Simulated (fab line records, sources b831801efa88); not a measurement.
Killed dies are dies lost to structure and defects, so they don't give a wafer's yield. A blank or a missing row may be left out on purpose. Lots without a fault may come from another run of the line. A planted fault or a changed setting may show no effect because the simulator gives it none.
Which tool did it? | flow gf180mcu | 11 lots, 33 wafers sampled, at 5 steps of a route of 602

WHAT THE GAUGES READ, wafer by wafer
GF_VT_IMPLANT_TW_MEAS_32.
lot  | measured     | on            | VT_IMPLANT_3_TW
L407 | day 7 15:03  | film_metro-04 | 264.2 264.7 264.1
L410 | day 8 12:23  | film_metro-04 | 264.6 264.4 264.5
L413 | day 9 05:52  | film_metro-01 | 264.2 263.9 265.8
L414 | day 9 11:57  | film_metro-04 | 263.0 263.4 264.4
L415 | day 9 17:47  | film_metro-04 | 264.8 265.6 264.4
L417 | day 10 08:59 | film_metro-01 | 266.1 265.4 265.5
L419 | day 10 21:25 | film_metro-04 | 264.4 267.7 266.5
L424 | day 12 02:27 | film_metro-03 | 267.3 268.7 267.9
L425 | day 12 09:14 | film_metro-01 | 264.9 265.9 264.0
L426 | day 12 16:08 | film_metro-03 | 267.1 267.0 268.0
L427 | day 13 07:24 | film_metro-03 | 267.6 269.1 270.5

GF_NSD_TW_MEAS_12.
lot  | measured     | on            | NSD_TW
L407 | day 14 04:58 | film_metro-03 | 4315 4293 4317
L410 | day 15 12:56 | film_metro-03 | 4291 4328 4289
L413 | day 16 13:59 | film_metro-01 | 4503 4473 4494
L414 | day 16 16:01 | film_metro-01 | 4490 4510 4517
L415 | day 17 00:55 | film_metro-01 | 4500 4488 4482
L417 | day 17 22:46 | film_metro-03 | 4302 4284 4290
L419 | day 18 16:08 | film_metro-01 | 4251 4259 4251
L424 | day 19 20:43 | film_metro-03 | 4273 4265 4271
L425 | day 20 06:37 | film_metro-01 | 4193 4216 4208
L426 | day 20 18:19 | film_metro-01 | 4205 4228 4208
L427 | day 21 09:25 | film_metro-01 | 4216 4224 4230

GF_PSD_RS_MEAS_14: measures by four-point-probe.
lot  | measured     | on            | NSD_RS (ohm/sq)
L407 | day 15 02:09 | film_metro-01 | 46.26 46.21 46.15
L410 | day 16 11:32 | film_metro-04 | 46.22 46.13 46.11
L413 | day 17 13:17 | film_metro-03 | 41.79 41.74 41.79
L414 | day 17 15:38 | film_metro-04 | 41.78 41.85 41.86
L415 | day 18 00:17 | film_metro-01 | 41.97 41.87 41.80
L417 | day 18 22:15 | film_metro-03 | 46.17 46.02 46.03
L419 | day 19 17:01 | film_metro-03 | 46.24 46.20 46.12
L424 | day 20 21:08 | film_metro-03 | 46.04 46.33 46.14
L425 | day 21 06:15 | film_metro-01 | 46.23 46.19 46.18
L426 | day 21 18:16 | film_metro-01 | 46.12 46.25 46.24
L427 | day 22 09:17 | film_metro-01 | 46.23 46.16 46.13

WHICH TOOL RAN EACH LOT (tool, then ch and the chambers of the sampled wafers, then the start)
lot  | GF_NSD_IMPLANT_09               | GF_NSD_STRIP_11
L407 | implanter-01 ch 0, day 14 04:34 | plasma_asher-03 ch 0,1, day 14 04:52
L410 | implanter-01 ch 0, day 15 12:35 | plasma_asher-02 ch 0,1, day 15 12:50
L413 | implanter-01 ch 0, day 16 13:38 | plasma_asher-03 ch 0,1, day 16 13:53
L414 | implanter-01 ch 0, day 16 15:37 | plasma_asher-03 ch 0,1, day 16 15:55
L415 | implanter-01 ch 0, day 17 00:31 | plasma_asher-03 ch 0,1, day 17 00:49
L417 | implanter-02 ch 0, day 17 22:22 | plasma_asher-02 ch 0,1, day 17 22:40
L419 | implanter-02 ch 0, day 18 15:46 | plasma_asher-02 ch 0,1, day 18 16:03
L424 | implanter-04 ch 0, day 19 20:20 | plasma_asher-02 ch 0,1, day 19 20:37
L425 | implanter-02 ch 0, day 20 06:13 | plasma_asher-03 ch 0,1, day 20 06:31
L426 | implanter-04 ch 0, day 20 17:55 | plasma_asher-03 ch 0,1, day 20 18:13
L427 | implanter-01 ch 0, day 21 09:02 | plasma_asher-02 ch 1, day 21 09:19
- GF_NSD_IMPLANT_09
- GF_NSD_STRIP_11: strips in O2/N2.

WHAT THE TOOLS THEMSELVES READ (means of the sampled wafers that have a number; where no wafer has one, the mark that the record gives instead)
GF_NSD_IMPLANT_09.
lot  | tool         | beam_energy_keV | beam_on_s (s)
L407 | implanter-01 | 59.993          | 19.6
L410 | implanter-01 | 60.001          | 20.0
L413 | implanter-01 | 77.313          | -
L414 | implanter-01 | 77.336          | -
L415 | implanter-01 | 77.313          | -
L417 | implanter-02 | 59.989          | 18.7
L419 | implanter-02 | 59.990          | 18.7
L424 | implanter-04 | 60.013          | 18.5
L425 | implanter-02 | 59.996          | 18.8
L426 | implanter-04 | 59.994          | 18.9
L427 | implanter-01 | 60.032          | 19.8

GF_NSD_STRIP_11.
lot  | tool            | drypump_motor_current_A (A) | heater_power_w (W) | oes_product_au (a.u.) | strip_time_to_endpoint_s (s)
L407 | plasma_asher-03 | 6.2                         | 330                | 0.489                 | 23.02
L410 | plasma_asher-02 | 5.7                         | 331                | 0.493                 | 22.97
L413 | plasma_asher-03 | 6.0                         | 328                | 0.463                 | 25.37
L414 | plasma_asher-03 | 6.0                         | 327                | 0.463                 | 25.34
L415 | plasma_asher-03 | 6.2                         | 335                | 0.460                 | 25.34
L417 | plasma_asher-02 | 5.9                         | 326                | 0.486                 | 22.92
L419 | plasma_asher-02 | 5.9                         | 324                | 0.490                 | 22.98
L424 | plasma_asher-02 | 5.7                         | 329                | 0.489                 | 23.00
L425 | plasma_asher-03 | 6.0                         | 325                | 0.488                 | 23.03
L426 | plasma_asher-03 | 6.0                         | 332                | 0.484                 | 22.98
L427 | plasma_asher-02 | 6.0                         | 319                | 0.492                 | 22.92

THE ANSWER, worked out from the rows above alone
Rule: what is usual is taken from the lots themselves. Put in order of their means at a reading, lots are off if they are a third of the lots or fewer, leave a main group of 4 or more, and stand apart from it by a gap of 3 or more times the standard deviation of the main group's means; of several such gaps the widest counts. A main group whose means are all the same, to the digits that the tables above print for the reading, isn't used. A lot without any number at a reading at which 4 lots or more have one is off too. The other lots that the step has rows for count as sound. The gauges are gone through in route order, then the tools' own readings, and for those a lot's mean is taken as printed above. The first step at which some lot is off is used, and at that step the reading that is off furthest; a lot without a number counts as furthest.
Off: L413, L414, L415, at GF_NSD_TW_MEAS_12 (NSD_TW). The main group: mean 4259, standard deviation 38.
A tool fits if, at a process step before that reading, it ran every lot that is off, and no sound lot after the first of them. The gauges at GF_NSD_TW_MEAS_12 aren't tried: what is off there is off at GF_NSD_IMPLANT_09 too, on other tools, and a gauge's error can't cause that. None of those tried fits.

WHAT THE SIMULATOR HAD PUT IN
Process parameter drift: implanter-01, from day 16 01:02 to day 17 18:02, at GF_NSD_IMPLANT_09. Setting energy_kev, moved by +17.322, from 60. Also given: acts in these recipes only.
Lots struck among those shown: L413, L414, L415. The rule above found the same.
